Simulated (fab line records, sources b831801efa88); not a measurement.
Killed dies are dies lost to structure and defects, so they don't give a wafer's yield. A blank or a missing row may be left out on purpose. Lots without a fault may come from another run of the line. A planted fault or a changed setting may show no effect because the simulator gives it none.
Which tool did it? | flow sky130 | 13 lots, 39 wafers sampled, at 4 steps of a route of 708

WHAT THE GAUGES READ, wafer by wafer
SKY_PWDE_OVL_MEAS_07. Usual: PWDE_OVL 0.1 nm, standard deviation 1.2.
lot  | measured    | on         | PWDE_OVL (nm)  | flag
L760 | day 4 10:05 | overlay-02 | -0.4 -0.9 -1.3 |
L761 | day 4 14:54 | overlay-02 | 0.5 1.2 -0.8   |
L762 | day 4 21:00 | overlay-01 | -0.6 -0.2 -1.5 |
L765 | day 5 17:01 | overlay-02 | 3.6 3.4 1.9    |
L766 | day 6 08:12 | overlay-02 | 0.1 -1.0 -0.7  |
L768 | day 6 16:12 | overlay-01 | 0.3 1.2 -0.3   |
L769 | day 6 16:33 | overlay-02 | -0.1 0.7 -1.1  |
L772 | day 7 08:19 | overlay-02 | -0.7 -1.4 1.0  |
L773 | day 7 09:10 | overlay-02 | 1.1 -0.8 1.6   |
L774 | day 7 17:24 | overlay-02 | -1.0 0.1 1.0   |
L775 | day 7 19:47 | overlay-01 | -0.2 0.8 0.7   |

SKY_PWDE_TW_MEAS_10. Usual: PWDE_TW 375.6, standard deviation 2.9.
lot  | measured    | on            | PWDE_TW           | flag
L760 | day 4 10:23 | film_metro-01 | 371.4 369.7 371.6 |
L761 | day 4 15:11 | film_metro-04 | 377.3 375.1 377.2 |
L762 | day 4 21:17 | film_metro-01 | 371.2 371.5 373.3 |
L765 | day 5 17:18 | film_metro-04 | 379.3 380.3 379.8 |
L766 | day 6 08:29 | film_metro-01 | 373.9 373.3 374.4 |
L768 | day 6 16:29 | film_metro-04 | 379.8 375.8 380.3 |
L769 | day 6 16:50 | film_metro-04 | 377.7 376.9 378.0 |
L772 | day 7 08:36 | film_metro-04 | 375.3 376.4 376.1 |
L773 | day 7 09:27 | film_metro-03 | 372.1 369.8 371.7 |
L774 | day 7 17:41 | film_metro-04 | 375.5 375.7 374.3 |
L775 | day 7 20:05 | film_metro-03 | 371.0 372.2 371.8 |

WHICH TOOL RAN EACH LOT (tool, then ch and the chambers of the sampled wafers, then the start)
lot  | SKY_FIELD_ISO_ETCH_15             | SKY_FIELD_ISO_STRIP_16
L760 | rie_diel-03 ch 0,2,3, day 2 17:43 | plasma_asher-01 ch 0,1, day 2 17:46
L761 | rie_diel-03 ch 0,2, day 2 23:32   | plasma_asher-02 ch 0,1, day 2 23:35
L762 | rie_diel-01 ch 0,1,2, day 3 05:22 | plasma_asher-03 ch 0,1, day 3 05:25
L765 | rie_diel-01 ch 0,2,3, day 3 21:14 | plasma_asher-01 ch 0,1, day 3 21:17
L766 | rie_diel-01 ch 0,2,3, day 4 01:55 | plasma_asher-02 ch 0,1, day 4 01:58
L768 | rie_diel-03 ch 1,2,3, day 4 10:08 | plasma_asher-02 ch 0,1, day 4 10:11
L769 | rie_diel-04 ch 0,1, day 4 14:37   | plasma_asher-02 ch 0,1, day 4 14:40
L772 | rie_diel-04 ch 1,2, day 5 10:56   | plasma_asher-03 ch 0,1, day 5 11:02
L773 | rie_diel-01 ch 1,2, day 5 11:04   | plasma_asher-02 ch 0,1, day 5 11:07
L774 | rie_diel-03 ch 1,2, day 5 18:40   | plasma_asher-03 ch 0,1, day 5 18:43
L775 | rie_diel-04 ch 0,1,2, day 5 22:01 | plasma_asher-01 ch 0,1, day 5 22:04
L777 | rie_diel-01 ch 0,1,2, day 6 07:50 | plasma_asher-01 ch 0,1, day 6 07:53
L778 | rie_diel-01 ch 0,1,2, day 6 15:31 | plasma_asher-01 ch 0,1, day 6 15:34
- SKY_FIELD_ISO_ETCH_15: etches the open film in CHF3/O2, stops on Si, target depth 180 nm, time 72 s.
- SKY_FIELD_ISO_STRIP_16: strips in O2/N2.

WHAT THE TOOLS THEMSELVES READ (means of the sampled wafers that have a number; where no wafer has one, the mark that the record gives instead)
SKY_FIELD_ISO_ETCH_15. Usual: chamber_pressure_mTorr 40.00 mTorr, standard deviation 0.04; drypump_motor_current_A 6.2 A, standard deviation 0.37; oes_product_au 0.948 a.u., standard deviation 0.0073; throttle_valve_pct 8.845 %, standard deviation 0.0093.
lot  | tool        | chamber_pressure_mTorr (mTorr) | drypump_motor_current_A (A) | oes_product_au (a.u.) | throttle_valve_pct (%) | flag
L760 | rie_diel-03 | 40.01                          | 5.9                         | 0.939                 | 8.844                  |
L761 | rie_diel-03 | 39.99                          | 5.8                         | 0.953                 | 8.845                  |
L762 | rie_diel-01 | 39.98                          | 6.3                         | 0.957                 | 8.843                  |
L765 | rie_diel-01 | 39.98                          | 6.4                         | 0.952                 | 8.840                  |
L766 | rie_diel-01 | 40.02                          | 6.3                         | 0.951                 | 8.840                  |
L768 | rie_diel-03 | 40.02                          | 6.3                         | 0.946                 | 8.849                  |
L769 | rie_diel-04 | 39.97                          | 6.5                         | 0.941                 | 8.842                  |
L772 | rie_diel-04 | 39.99                          | 6.3                         | 0.956                 | 8.851                  |
L773 | rie_diel-01 | 39.97                          | 6.0                         | 0.951                 | 8.848                  |
L774 | rie_diel-03 | 40.01                          | 6.2                         | 0.960                 | 8.852                  |
L775 | rie_diel-04 | 40.02                          | 6.3                         | 0.937                 | 8.845                  |
L777 | rie_diel-01 | 40.00                          | 6.3                         | 0.945                 | 8.837                  |
L778 | rie_diel-01 | 39.98                          | 6.3                         | 0.948                 | 8.849                  |

SKY_FIELD_ISO_STRIP_16. Usual: chamber_pressure_mTorr 1500.0 mTorr, standard deviation 1.3; drypump_motor_current_A 5.9 A, standard deviation 0.53; oes_product_au 0.377 a.u., standard deviation 0.0051; strip_time_to_endpoint_s 3.54 s, standard deviation 0.034.
lot  | tool            | chamber_pressure_mTorr (mTorr) | drypump_motor_current_A (A) | oes_product_au (a.u.) | strip_time_to_endpoint_s (s) | flag
L760 | plasma_asher-01 | 1499.1                         | 6.0                         | 0.385                 | 3.55                         |
L761 | plasma_asher-02 | 1500.1                         | 5.6                         | 0.373                 | 3.53                         |
L762 | plasma_asher-03 | 1499.5                         | 5.8                         | 0.372                 | 3.53                         |
L765 | plasma_asher-01 | 1501.3                         | 6.0                         | 0.378                 | 3.56                         |
L766 | plasma_asher-02 | 1499.7                         | 6.1                         | 0.376                 | 3.55                         |
L768 | plasma_asher-02 | 1499.0                         | 5.6                         | 0.374                 | 3.51                         |
L769 | plasma_asher-02 | 1500.0                         | 6.2                         | 0.377                 | 3.56                         |
L772 | plasma_asher-03 | 1501.3                         | 5.8                         | 0.384                 | 3.57                         |
L773 | plasma_asher-02 | 1499.3                         | 5.6                         | 0.375                 | 3.52                         |
L774 | plasma_asher-03 | 1498.6                         | 5.9                         | 0.376                 | 3.54                         |
L775 | plasma_asher-01 | 1500.1                         | 6.2                         | 0.376                 | 3.58                         |
L777 | plasma_asher-01 | -                              | -                           | -                     | -                            | OFF
L778 | plasma_asher-01 | -                              | -                           | -                     | -                            | OFF

THE ANSWER, worked out from the rows above alone
Rule: a lot is off if the mean of its wafers that have a number lies more than 3 standard deviations from the usual mean. A lot without any number at a reading at which 4 lots or more have one is off too. The other lots that the step has rows for count as sound. The gauges are gone through in route order, then the tools' own readings, and for those a lot's mean is taken as printed above. The first step at which some lot is off is used, and at that step the reading that is off furthest; a lot without a number counts as furthest.
Off: L777, L778, at SKY_FIELD_ISO_STRIP_16 (chamber_pressure_mTorr). Without a number there: L777, L778.
A tool fits if, at that step or a process step before it, it ran every lot that is off, and no sound lot after the first of them. Can't be told from this: 2 tools fit, rie_diel-01 at SKY_FIELD_ISO_ETCH_15, plasma_asher-01 at SKY_FIELD_ISO_STRIP_16.

WHAT THE SIMULATOR HAD PUT IN
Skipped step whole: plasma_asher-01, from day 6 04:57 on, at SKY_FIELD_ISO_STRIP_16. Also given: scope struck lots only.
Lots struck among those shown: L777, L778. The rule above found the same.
